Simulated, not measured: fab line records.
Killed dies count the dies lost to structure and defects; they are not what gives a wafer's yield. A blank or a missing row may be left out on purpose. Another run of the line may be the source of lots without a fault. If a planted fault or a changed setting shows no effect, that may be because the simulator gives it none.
Struck lot and sound lot, side by side	flow gf180mcu	18 out of 602 route steps
Sound: these wafers, L464.3, L464.5, L464.6. Struck: wafers L463.3, L463.5. (L463.6 of the same lot was not struck and is left out.) The cause comes at the end.
At each step with rows: each side's tool, then ch and its chambers, then its first start. Under that, the readings that differ: sound wafers	struck wafers	difference of the means	sigmas: that difference in standard deviations of wafers without a fault.
alike: a reading whose means differ by less than 2 such deviations, as well as words and numbers matching on both sides. not compared: withheld readings; readings where some wafer has no value; bounds like >300 that might hide an equal value; numbers whose values overlap and for which the record gives no deviation.
The two part at a step that has a row with sigmas, a row that says differs or no value, or rows on one side only. Non-overlapping numbers with no deviation appear without sigmas and do not part them. Lack of a reading on every wafer of one side parts them only where that side has two or more wafers.

first, 3 steps without rows for these wafers: GF_V2_EXPOSE_11 (exposes mask Via2, target cd 260 nm); GF_V2_PEB_12 (peb time 90 s); GF_V2_DEVELOP_13 (develop time 60 s).
GF_V2_CD_MEAS_14: target cd 260 nm.
  struck on cd-sem-01, day 25 06:56; sound on cd-sem-02, day 25 13:35
  alike: cd-nm
GF_V2_OVL_MEAS_15:
  struck on overlay-02, day 25 07:02; sound on overlay-01, day 25 13:41
  alike: V2_OVL
then, 1 step without rows for these wafers: GF_V2_ETCH_16 (etches BARC in N2/H2).
GF_V2_ETCH_17: etches SiO2 in C4F8/O2/Ar, stops on TiN, target depth 630 nm.
  sound on rie-diel-03 ch 0,2,3; struck on rie-diel-03 ch 2
  alike: chamber-pressure-mTorr, oes-product-au, rf-fwd-power-W
GF_V2_STRIP_18: strips in O2/N2.
  sound on plasma-asher-02 ch 0,1, day 25 13:52; struck on plasma-asher-01 ch 0,1, day 25 07:13
  alike: chamber-pressure-mTorr, drypump-motor-current-A, heater-power-w, oes-product-au
  not compared: rf-hours-counter-h
then, 2 steps without rows for these wafers: GF_V2_STRIP_19 (strips in post etch residue remover, time 1200 s); GF_V2_CLEAN_20 (cleans in DIW).
GF_V2_SPUTTER_21: material Ti, target thk 15 nm, time 80.02 s.
  struck on pvd-sputter-03, day 25 08:04; sound on pvd-sputter-01, day 25 14:26
  alike: cathode-dc-power-W, throttle-valve-pct
GF_V2_SPUTTER_22: material TiN, target thk 10 nm, time 40 s.
  struck on pvd-sputter-03, day 25 08:07; sound on pvd-sputter-01, day 25 14:30
  alike: cathode-dc-power-W, throttle-valve-pct
GF_V2_CVD_23: deposits W, target thk 350 nm, time 104.94 s.
  sound on cvd-w-01 ch 0,1, day 25 14:34; struck on cvd-w-02 ch 1, day 25 08:12
reading	sound	struck	difference	sigmas
susceptor-temp-C (C)	399.79 400.12 399.55	415.10 415.39	+15.43	+70
model.W_of_V2_CVD_23.thk-nm (nm)	345.2 351.4 341.6	451.4 455.1	+107.2	
  alike: heater-power-w
GF_V2_RS_MEAS_24: a four-point-probe measurement.
  struck on film-metro-01, day 25 08:19; sound on film-metro-04, day 25 14:41
reading	sound	struck	difference	sigmas
V2_W_RS (ohm/sq)	0.332 0.326 0.335	0.254 0.251	-0.079	-23
GF_V2_THK_MEAS_25: measures by xrf.
  struck on film-metro-01, day 25 08:25; sound on film-metro-04, day 25 14:47
reading	sound	struck	difference	sigmas
V2_W_THK (nm)	350 354 345	465 468	+117	+28
GF_V2_CMP_26: polishes, stops on SiO2, t overpolish 15 s, target thk 0 nm.
  sound on cmp-02 ch 0,3, day 25 14:50; struck on cmp-02 ch 0,1, day 25 08:33
reading	sound	struck	difference	sigmas
time-to-endpoint-s (s)	82 88 80	116 104	+27	+7
  alike: edge-zone-pressure-frac, motor-current-A
GF_M3_SPUTTER_00: material Ti, target thk 37.5 nm, time 150 s.
  struck on pvd-sputter-04, day 25 08:45; sound on pvd-sputter-01, day 25 15:08
  alike: cathode-dc-power-W, throttle-valve-pct
-- the record jumps here: 8 days lie between the struck wafers' starts before and after (it left off in module M3 and takes up again in module PASSIVATION, whose first step shown is number 602 of the route) --
GF_PASSIVATION_PROBE_99:
  rows exist in the record for the struck wafers here (prober-02, day 33 00:17), but not for the sound ones

== WHERE THEY PART ==
First at GF_V2_CVD_23; last, within this record, at GF_PASSIVATION_PROBE_99.

WHY: the cause the simulator had injected
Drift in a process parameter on cvd-w-02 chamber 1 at GF_V2_CVD_23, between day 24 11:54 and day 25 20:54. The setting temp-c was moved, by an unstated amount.
